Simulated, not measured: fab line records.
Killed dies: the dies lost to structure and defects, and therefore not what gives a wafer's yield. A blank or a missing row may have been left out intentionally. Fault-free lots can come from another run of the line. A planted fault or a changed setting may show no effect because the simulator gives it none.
Check for tools in common + flow sfqLine + Lots sampled 14, wafers sampled 42

== THE REASON FOR OPENING IT ==
Of 14 lots, 2 have the reading J5_OVL flagged at SFQ_JJ_OVL_MEAS_931. No-fault wafers: -1 nm, standard deviation 4.2.
Rule: a lot gets a flag if all its wafers with a number sit over 4 standard deviations from that mean, or if no wafer of it has a number. The rest of the lots are taken to be sound.

| lot  | measured     | on         | J5_OVL (nm), wafer by wafer | flag    |
|------|--------------|------------|-----------------------------|---------|
| L693 | day 43 05:32 | overlay-02 | -7 -9 -4                    |         |
| L694 | day 43 06:43 | overlay-02 | 3 3 2                       |         |
| L695 | day 47 02:29 | overlay-01 | -2 -9 -7                    |         |
| L696 | day 47 03:41 | overlay-01 | -3 -3 -6                    |         |
| L697 | day 47 04:54 | overlay-01 | -4 0 -10                    |         |
| L698 | day 47 06:06 | overlay-01 | -1 1 -2                     |         |
| L699 | day 51 07:01 | overlay-02 | -2 -6 -5                    |         |
| L700 | day 51 23:40 | overlay-02 | 5 1 0                       |         |
| L701 | day 52 17:35 | overlay-02 | -6 -1 -1                    |         |
| L702 | day 53 09:01 | overlay-02 | -4 -5 -8                    |         |
| L703 | day 53 18:33 | overlay-01 | 124 119 127                 | FLAGGED |
| L704 | day 54 02:18 | overlay-02 | 121 121 119                 | FLAGGED |
| L713 | day 58 04:45 | overlay-02 | -6 -1 1                     |         |
| L714 | day 58 06:03 | overlay-02 | -1 -9 -6                    |         |
On average the flagged lots' numbers are 122 nm, which is +123 nm against the usual, or +29 standard deviations.

== EACH LOT AND THE TOOL IT RAN ON ==
The record keeps 1 process step preceding the reading, out of 325 steps on the route. Every cell lists first the tool, next ch and the chambers used by the sampled wafers, and last the start.
| lot  | flag    | SFQ_TRILAYER_JJ_CE_LITHO_EXPOSE_115 |
|------|---------|-------------------------------------|
| L693 |         | krfScanner-01 ch 0, day 43 04:37    |
| L694 |         | krfScanner-01 ch 0, day 43 05:13    |
| L695 |         | krfScanner-01 ch 0, day 47 00:59    |
| L696 |         | krfScanner-01 ch 0, day 47 02:11    |
| L697 |         | krfScanner-01 ch 0, day 47 03:47    |
| L698 |         | krfScanner-01 ch 0, day 47 04:59    |
| L699 |         | krfScanner-02 ch 0, day 51 05:31    |
| L700 |         | krfScanner-02 ch 0, day 51 22:10    |
| L701 |         | krfScanner-02 ch 0, day 52 16:17    |
| L702 |         | krfScanner-02 ch 0, day 53 07:31    |
| L703 | FLAGGED | krfScanner-02 ch 0, day 53 17:03    |
| L704 | FLAGGED | krfScanner-02 ch 0, day 54 01:00    |
| L713 |         | krfScanner-01 ch 0, day 58 03:15    |
| L714 |         | krfScanner-01 ch 0, day 58 04:39    |
These steps, and what they do:
- SFQ_TRILAYER_JJ_CE_LITHO_EXPOSE_115: exposes mask J5, target cd 700 nm.
- SFQ_JJ_OVL_MEAS_931

== FLAGGED OVER TOTAL, TOOL BY TOOL (the gauges that took the reading come last) ==
| step                                | tool          | lots run | flagged | share of the flagged lots | sound lots run after its first flagged lot |
|-------------------------------------|---------------|----------|---------|---------------------------|--------------------------------------------|
| SFQ_TRILAYER_JJ_CE_LITHO_EXPOSE_115 | krfScanner-01 | 8        | 0       | none                      | -                                          |
| SFQ_TRILAYER_JJ_CE_LITHO_EXPOSE_115 | krfScanner-02 | 6        | 2       | all                       | 0                                          |
| SFQ_JJ_OVL_MEAS_931                 | overlay-01    | 5        | 1       | some                      | 0                                          |
| SFQ_JJ_OVL_MEAS_931                 | overlay-02    | 9        | 1       | some                      | 2 (L713,L714)                              |

== THE TABLE: WHAT IT ALLOWS ==
In the table, 1 row covers all flagged lots: krfScanner-02 at SFQ_TRILAYER_JJ_CE_LITHO_EXPOSE_115.
- krfScanner-02 at SFQ_TRILAYER_JJ_CE_LITHO_EXPOSE_115 ran 6 lots, 2 of them flagged. A fault beginning between L702 (day 53 07:31), its last sound lot, and L703 (day 53 17:03), its first flagged one, fits the data.
Left over: one tool, krfScanner-02 at SFQ_TRILAYER_JJ_CE_LITHO_EXPOSE_115.

== WHAT THE SIMULATOR HAD PUT IN ==
Scanner matching overlay: krfScanner-02, from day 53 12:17 on, at SFQ_TRILAYER_JJ_CE_LITHO_EXPOSE_115. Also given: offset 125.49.
Shown lots that were struck: L703, L704. Same finding as the rule above.
